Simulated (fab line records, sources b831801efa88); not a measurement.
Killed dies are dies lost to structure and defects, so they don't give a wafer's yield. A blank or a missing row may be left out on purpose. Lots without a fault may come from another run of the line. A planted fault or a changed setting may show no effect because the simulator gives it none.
Which tool did it? | flow gf180mcu | 14 lots, 42 wafers sampled, at 5 steps of a route of 602

WHAT THE GAUGES READ, wafer by wafer
GF_CONTACT_THK_MEAS_01.
lot  | measured     | on            | CONTACT_CVD_00_THK (nm)
L313 | day 15 12:23 | film_metro-04 | 302.5 296.4 295.2
L316 | day 16 15:14 | film_metro-04 | 298.0 300.2 299.7
L317 | day 16 20:14 | film_metro-02 | 300.8 305.1 298.1
L318 | day 17 07:46 | film_metro-04 | 454.1 455.5 452.2 454.1 455.8 452.4
L319 | day 17 18:51 | film_metro-04 | 302.0 297.6 300.0
L320 | day 17 22:03 | film_metro-04 | 452.2 449.5 452.6 452.9 449.3 453.4
L327 | day 20 17:42 | film_metro-04 | 299.2 301.3 304.8
L328 | day 20 20:02 | film_metro-02 | 299.9 299.2 298.2
L330 | day 21 12:40 | film_metro-04 | 297.7 299.7 300.9
L331 | day 21 22:16 | film_metro-02 | 302.5 303.3 301.8
L332 | day 22 08:06 | film_metro-02 | 300.8 304.0 303.4
L333 | day 22 13:02 | film_metro-04 | 297.0 297.5 300.4
L334 | day 23 00:17 | film_metro-02 | 306.8 307.9 306.5
L335 | day 23 11:20 | film_metro-04 | 302.1 303.2 301.2

GF_M2_OVL_MEAS_15.
lot  | measured     | on         | M2_OVL (nm)
L313 | day 19 10:54 | overlay-01 | 1 -5 -5
L316 | day 20 18:44 | overlay-01 | 7 7 4
L317 | day 20 22:35 | overlay-02 | 3 -1 3
L319 | day 22 00:27 | overlay-02 | 3 8 0
L327 | day 24 19:25 | overlay-01 | 6 7 7
L328 | day 24 21:28 | overlay-02 | 0 -9 -5
L330 | day 25 12:17 | overlay-01 | 0 -7 -5
L331 | day 25 21:50 | overlay-02 | -3 -1 0
L332 | day 26 06:31 | overlay-01 | -7 -5 -1
L333 | day 26 11:32 | overlay-02 | 3 -7 -10
L334 | day 26 20:56 | overlay-01 | 0 0 3
L335 | day 27 05:21 | overlay-01 | -5 0 -6

GF_V2_CD_MEAS_14: target cd 260 nm.
lot  | measured     | on        | cd_nm (nm)
L313 | day 20 12:49 | cd_sem-01 | 259.8 259.1 259.1
L316 | day 21 19:47 | cd_sem-01 | 260.9 259.3 260.7
L317 | day 21 23:52 | cd_sem-01 | 258.5 259.6 259.4
L319 | day 23 00:59 | cd_sem-02 | 260.7 259.9 259.6
L327 | day 25 18:02 | cd_sem-01 | 261.3 260.8 260.5
L328 | day 25 20:01 | cd_sem-02 | 260.7 261.2 261.1
L330 | day 26 10:27 | cd_sem-02 | 256.9 257.5 258.1
L331 | day 26 19:55 | cd_sem-01 | 261.4 261.0 262.0
L332 | day 27 04:26 | cd_sem-02 | 260.1 261.8 260.9
L333 | day 27 09:20 | cd_sem-02 | 261.1 260.8 260.0
L334 | day 27 18:27 | cd_sem-01 | 258.1 258.2 258.7
L335 | day 28 03:01 | cd_sem-01 | 258.6 259.5 260.2

WHICH TOOL RAN EACH LOT (tool, then ch and the chambers of the sampled wafers, then the start)
lot  | GF_CONTACT_CVD_00                | GF_V1_SOFTBAKE_10
L313 | hdpcvd-02 ch 0,2, day 15 12:20   | litho_track-01 ch 0, day 19 10:54 or earlier
L316 | hdpcvd-02 ch 0,1, day 16 15:10   | litho_track-01 ch 0, day 20 18:44 or earlier
L317 | hdpcvd-02 ch 1,2, day 16 20:11   | litho_track-03 ch 0, day 20 22:35 or earlier
L318 | hdpcvd-02 ch 1,2, day 17 07:43   | -
L319 | hdpcvd-01 ch 0,1,2, day 17 18:48 | litho_track-03 ch 0, day 22 00:27 or earlier
L320 | hdpcvd-02 ch 0,2, day 17 22:00   | -
L327 | hdpcvd-01 ch 0,1,2, day 20 17:39 | litho_track-01 ch 0, day 24 19:25 or earlier
L328 | hdpcvd-02 ch 0,2, day 20 19:59   | litho_track-03 ch 0, day 24 21:28 or earlier
L330 | hdpcvd-01 ch 1,2, day 21 12:37   | litho_track-04 ch 0, day 25 12:17 or earlier
L331 | hdpcvd-02 ch 0,2, day 21 22:12   | litho_track-03 ch 0, day 25 21:50 or earlier
L332 | hdpcvd-01 ch 0,2, day 22 07:58   | litho_track-04 ch 0, day 26 06:31 or earlier
L333 | hdpcvd-01 ch 0,1,2, day 22 12:59 | litho_track-03 ch 0, day 26 11:32 or earlier
L334 | hdpcvd-02 ch 0,1,2, day 23 00:14 | litho_track-01 ch 0, day 26 20:56 or earlier
L335 | hdpcvd-01 ch 0,1, day 23 11:17   | litho_track-03 ch 0, day 27 05:21 or earlier
- GF_CONTACT_CVD_00: deposits SiO2, target thk 300 nm, time 50 s.
- GF_V1_SOFTBAKE_10: time 61.55 s.

WHAT THE TOOLS THEMSELVES READ (means of the sampled wafers that have a number; where no wafer has one, the mark that the record gives instead)
GF_CONTACT_CVD_00.
lot  | tool      | sih4_flow_sccm (sccm)
L313 | hdpcvd-02 | 59.95
L316 | hdpcvd-02 | 59.93
L317 | hdpcvd-02 | 59.85
L318 | hdpcvd-02 | 90.02
L319 | hdpcvd-01 | 60.00
L320 | hdpcvd-02 | 90.12
L327 | hdpcvd-01 | 60.02
L328 | hdpcvd-02 | 59.89
L330 | hdpcvd-01 | 59.93
L331 | hdpcvd-02 | 60.08
L332 | hdpcvd-01 | 59.98
L333 | hdpcvd-01 | 60.09
L334 | hdpcvd-02 | 60.08
L335 | hdpcvd-01 | 60.09

GF_V1_SOFTBAKE_10.
lot  | tool           | chill_plate_temp_C (C) | plate_sensor_t_centre_C (C) | plate_sensor_t_edge_C (C) | softbake_temp_c (C)
L313 | litho_track-01 | 23.02                  | 131.00                      | 131.21                    | 129.92
L316 | litho_track-01 | 23.07                  | 131.01                      | 131.20                    | 130.26
L317 | litho_track-03 | 22.88                  | 131.02                      | 131.20                    | 129.94
L319 | litho_track-03 | 23.00                  | 131.01                      | 131.21                    | 129.93
L327 | litho_track-01 | 22.98                  | 131.02                      | 131.21                    | 130.01
L328 | litho_track-03 | 23.14                  | 131.02                      | 131.21                    | 129.92
L330 | litho_track-04 | 23.10                  | 131.01                      | 131.21                    | 130.18
L331 | litho_track-03 | 23.09                  | 131.01                      | 131.22                    | 130.08
L332 | litho_track-04 | 22.79                  | 131.02                      | 131.20                    | 129.98
L333 | litho_track-03 | 23.07                  | 131.02                      | 131.21                    | 130.07
L334 | litho_track-01 | 23.08                  | 131.01                      | 131.22                    | 129.89
L335 | litho_track-03 | 23.02                  | 131.01                      | 131.21                    | 130.01

THE ANSWER, worked out from the rows above alone
Rule: what is usual is taken from the lots themselves. Put in order of their means at a reading, lots are off if they are a third of the lots or fewer, leave a main group of 4 or more, and stand apart from it by a gap of 3 or more times the standard deviation of the main group's means; of several such gaps the widest counts. A main group whose means are all the same, to the digits that the tables above print for the reading, isn't used. A lot without any number at a reading at which 4 lots or more have one is off too. The other lots that the step has rows for count as sound. The gauges are gone through in route order, then the tools' own readings, and for those a lot's mean is taken as printed above. The first step at which some lot is off is used, and at that step the reading that is off furthest; a lot without a number counts as furthest.
Off: L318, L320, at GF_CONTACT_THK_MEAS_01 (CONTACT_CVD_00_THK). The main group: mean 301.0 nm, standard deviation 2.4.
A tool fits if, at a process step before that reading, it ran every lot that is off, and no sound lot after the first of them. The gauges at GF_CONTACT_THK_MEAS_01 aren't tried: what is off there is off at GF_CONTACT_CVD_00 too, on other tools, and a gauge's error can't cause that. None of those tried fits.

WHAT THE SIMULATOR HAD PUT IN
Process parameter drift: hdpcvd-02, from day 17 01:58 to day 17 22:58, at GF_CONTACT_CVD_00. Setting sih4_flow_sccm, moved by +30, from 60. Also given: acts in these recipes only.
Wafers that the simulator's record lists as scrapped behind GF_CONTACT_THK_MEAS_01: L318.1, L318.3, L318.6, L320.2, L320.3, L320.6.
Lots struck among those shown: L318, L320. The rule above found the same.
